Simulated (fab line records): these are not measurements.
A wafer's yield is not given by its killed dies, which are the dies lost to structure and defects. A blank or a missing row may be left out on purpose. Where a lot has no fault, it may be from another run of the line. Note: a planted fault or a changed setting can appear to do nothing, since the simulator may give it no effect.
A struck lot beside a sound one :: flow sky130 :: 15 out of 708 route steps
Sound: the wafers L373.2, L373.3, L373.4. The struck wafers were L376.3, L376.5, L376.6. The cause is given at the end.
For every step that has rows: the tool of each side, followed by ch and its chambers, followed by its first start. Under that, the readings that differ: sound wafers :: struck wafers :: difference of the means :: sigmas: that difference in standard deviations of wafers without a fault.
alike: words and numbers the same on both sides, and readings whose means are apart by under 2 such deviations; not compared: readings that were withheld, readings missing a value for some wafer, numbers with overlapping values and no deviation given by the record, and bounds like >300 which may hide the same value.
A row with sigmas, a row that says differs or no value, or rows on one side alone: a step with any of these is where the two part. Numbers that have no deviation but don't overlap get no sigmas and don't part them. Lack of a reading on every wafer of one side parts them only where that side has two or more wafers.

first, 7 steps without rows for these wafers: SKY_LDD_LDN_DEHYDRATE_00 (time 60 s); SKY_LDD_LDN_HMDS_01 (prime time 60 s); SKY_LDD_LDN_COAT_02 (resist thk 1140 nm); SKY_LDD_LDN_SOFTBAKE_03 (time 60 s); SKY_LDD_LDN_EXPOSE_04 (exposes mask LDNTM, target cd 700 nm); SKY_LDD_LDN_PEB_05; SKY_LDD_LDN_DEVELOP_06 (develop time 60 s).
SKY_LDD_LDN_OVL_MEAS_07:
  sound on overlay-02 at day 24 19:59; struck on overlay-02 at day 25 11:14
  alike: LDD_LDN_OVL
then, 4 steps without rows for these wafers: SKY_LDD_LDN_IMPLANT_08; SKY_LDD_LDN_IMPLANT_09; SKY_LDD_LDN_IMPLANT_10; SKY_LDD_LDN_IMPLANT_11.
SKY_LDD_LDN_STRIP_12: strips in O2/N2.
  sound on plasma asher-01 ch 0,1, day 24 20:37; struck on plasma asher-04 ch 0,1, day 25 11:54
  no value came back on the struck wafers for chamber pressure mTorr (mTorr), drypump motor current A (A), oes product au (a.u.), strip time to endpoint s (s); on the sound wafers chamber pressure mTorr (mTorr) reads 1500.0 1500.2 1499.9
reading: model.NOVOLAK_of_LDD_LDN_COAT_02.thk nm (nm)
sound: 0 0 0
struck: 1143 1140 1139
difference: +1141
sigmas: 
  not compared: rf hours counter h
SKY_LDD_LDN_TW_MEAS_13:
  sound on film metro-01 at day 24 20:44; struck on film metro-02 at day 25 11:59
  alike: LDD_LDN_TW
-- a jump in the record: the struck wafers' starts before and after are 22 days apart (it breaks off in module LDD_LDN and resumes in module PAD_OPEN, where the first step shown is number 708 of the route) --
SKY_PAD_OPEN_PROBE_99:
  the record has rows for the struck wafers here (prober-01, day 47 12:40) and none for the sound ones

== WHERE THEY PART ==
First at SKY_LDD_LDN_STRIP_12; last, within this record, at SKY_PAD_OPEN_PROBE_99.

WHY: whatever the simulator had introduced
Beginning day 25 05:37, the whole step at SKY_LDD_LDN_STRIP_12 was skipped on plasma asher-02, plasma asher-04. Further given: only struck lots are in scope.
